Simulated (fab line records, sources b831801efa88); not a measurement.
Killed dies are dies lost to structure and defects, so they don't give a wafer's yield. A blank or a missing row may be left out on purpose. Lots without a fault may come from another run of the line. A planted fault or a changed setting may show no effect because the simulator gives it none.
A struck lot beside a sound one | flow sfq_line | 13 steps out of a route of 325
Sound: wafers L117.1, L117.5, L117.6. Struck: wafers L112.1, L112.4, L112.6. The cause comes at the end.
At each step with rows: each side's tool, then ch and its chambers, then its first start. Under that, the readings that differ: sound wafers | struck wafers | difference of the means | sigmas: that difference in standard deviations of wafers without a fault.
alike: readings whose means differ by less than 2 such deviations, and words and numbers that are the same on both sides. not compared: withheld readings, readings that some wafer has no value for, bounds like >300 that may hide the same value, and numbers for which the record gives no deviation and whose values overlap.
The two part at a step that has a row with sigmas, a row that says differs or no value, or rows on one side only. Numbers that don't overlap but have no deviation are shown without sigmas and don't part them. A reading that every wafer of one side lacks parts them only if that side has two wafers or more.

SFQ_I2_OVL_MEAS_918:
  sound on overlay-01, day 42 13:03; struck on overlay-02, day 40 08:00
  alike: I2_OVL
SFQ_TRILAYER_I2_VIA_BARC_OPEN_VIA_ETCH_096: etches BARC in O2, target depth 125 nm, time 41.7 s.
  sound on rie_diel-02 ch 1,2,3, day 42 13:05; struck on rie_diel-01 ch 0,1,3, day 40 08:02
  alike: drypump_motor_current_A, oes_product_au
  not compared: rf_hours_counter_h
SFQ_TRILAYER_I2_VIA_ETCH_VIA_ETCH_070: etches SiO2 in CHF3, stops on Nb, target depth 260 nm.
  sound on rie_diel-02 ch 1,2,3, day 42 13:08; struck on rie_diel-01 ch 0,1,3, day 40 08:05
  alike: drypump_motor_current_A, oes_product_au
SFQ_TRILAYER_I2_VIA_STRIP_STRIP_071: strips in O2.
  sound on rie_metal-01 ch 1, day 42 13:38; struck on rie_metal-02 ch 0,1, day 40 08:11
  alike: drypump_motor_current_A, he_backside_leak_sccm, oes_product_au
  not compared: rf_hours_counter_h
then, 2 steps without rows for these wafers: SFQ_TRILAYER_I2_VIA_STRIP_SOLV_CLEAN_072 (cleans in NMP, time 600 s); SFQ_TRILAYER_M3_DEP_PRE_CLEAN_074 (time 22.5 s).
SFQ_TRILAYER_M3_DEP_SPUTTER_073: material Nb, target thk 200 nm, time 133.3 s.
  sound on pvd_sputter-04, day 42 15:02; struck on pvd_sputter-03, day 40 09:00
  alike: chamber_pressure_pa, throttle_valve_pct
SFQ_M3_RS_MEAS_919: measures by four-point-probe.
  sound on film_metro-01, day 42 15:08; struck on film_metro-03, day 40 09:05
  reading           | sound             | struck            | difference | sigmas
  M3_NB_RS (ohm/sq) | 0.884 0.895 0.896 | 0.875 0.865 0.865 | -0.023     | -2
then, 3 steps without rows for these wafers: SFQ_TRILAYER_M3_LITHO_COAT_080 (resist thk 62 nm); SFQ_TRILAYER_M3_LITHO_COAT_075 (resist thk 600 nm); SFQ_TRILAYER_M3_LITHO_SOFTBAKE_079.
SFQ_TRILAYER_M3_LITHO_EXPOSE_076: exposes mask M3, target cd 500 nm.
  sound on krf_scanner-01 ch 0, day 47 07:01; struck on krf_scanner-01, day 40 15:14
  no value came back on the struck wafers for exposure_dose_mJ_cm2, focus_offset_nm (nm), na, reticle_temp_C (C); on the sound wafers exposure_dose_mJ_cm2 reads 14.422 14.433 14.425
  alike: mask
then, 1 step without rows for these wafers: SFQ_TRILAYER_M3_LITHO_PEB_078 (peb time 60 s).

WHERE THEY PART
First at SFQ_M3_RS_MEAS_919; last, within this record, at SFQ_TRILAYER_M3_LITHO_EXPOSE_076.

WHY: what the simulator had put in
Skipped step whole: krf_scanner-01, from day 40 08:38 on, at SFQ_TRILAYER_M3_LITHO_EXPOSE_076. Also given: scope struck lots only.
